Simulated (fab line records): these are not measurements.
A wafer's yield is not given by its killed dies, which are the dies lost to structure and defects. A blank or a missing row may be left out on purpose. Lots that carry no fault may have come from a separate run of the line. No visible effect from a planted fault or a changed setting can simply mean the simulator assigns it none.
A single fault, viewed from 2 desks	flow sky130	each desk has only its own numbers; what lay behind them comes last

## AT THE METROLOGY DESK
What the gauges read, lot by lot, whatever tool the lot ran on: means of the sampled wafers that have a number. The brackets show how far a lot's mean lies from the usual mean; more than 4 standard deviations puts the lot out of limits, marked OUT.
Columns: A = CAPM_OVL at SKY_CAPM_OVL_MEAS_12, usual 0.3 nm
lot	first seen here	A
L820	day 36 15:17	1.0
L821	day 37 04:29	-1.3
L824	day 38 10:37	1.1
L825	day 38 12:41	0.6
L828	day 39 17:58	1.1
L829	day 39 23:32	-0.7
L830	day 40 04:18	0.1
L838	day 43 16:47	0.2
L839	day 43 18:46	-3.0
L840	day 44 10:34	1.4
L843	day 44 11:40	0.2
L842	day 44 18:17	-1.4
This desk found nothing out of limits on any of the 12 lots.

## THE TOOL OWNER'S DESK: rie metal-03
The tool's own readings at SKY_METAL4_ETCH_16 (etches BARC in N2/H2, stops on SiO2, time 88.2 s, target depth 60 nm): means of the sampled wafers that have a number, for each lot that ran on this tool. The brackets show how far a lot's mean lies from the usual mean; more than 4 standard deviations puts the lot out of limits, marked OUT.
Columns: A = bias w at SKY_METAL4_ETCH_16, usual 100.1 W; B = drypump motor current A at SKY_METAL4_ETCH_16, usual 6.0 A; C = oes product au at SKY_METAL4_ETCH_16, usual 0.626 a.u.; D = throttle valve pct at SKY_METAL4_ETCH_16, usual 13.204 %
lot	first seen here	A	B	C	D
L824	day 42 18:40	99.9	6.3	0.623	13.201
L825	day 42 20:22	99.9	6.3	0.623	13.210
L828	day 43 21:52	106.1 (+17) OUT	6.3	0.623	13.211
L830	day 44 05:57	106.1 (+17) OUT	6.3	0.624	13.205
L838	day 47 08:46	100.3	6.6	0.626	13.200
L843	day 48 01:16	100.0	6.6	0.627	13.203
This desk finds L828, L830 out of limits, L828 being first, at day 43 21:52 (bias w at SKY_METAL4_ETCH_16). L824, L825, L838, L843: within limits.

## BROUGHT TOGETHER
The tool owner's desk could have raised an alarm at day 43 21:52, on L828, L830.
Nothing out of limits was seen by the metrology desk.
The metrology desk holds a record of L828, L830, inside its limits.
Of the lots named, all ran SKY_METAL4_ETCH_16 on rie metal-03.

## WHAT THE SIMULATOR HAD INSERTED
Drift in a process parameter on rie metal-03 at SKY_METAL4_ETCH_16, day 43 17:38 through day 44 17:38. Setting bias w shifted by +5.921 from 100. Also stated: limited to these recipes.
Struck lots among those shown: L828, L830.
Hours from the fault's start to each desk's first reading out of limits: the tool owner's desk, 4.
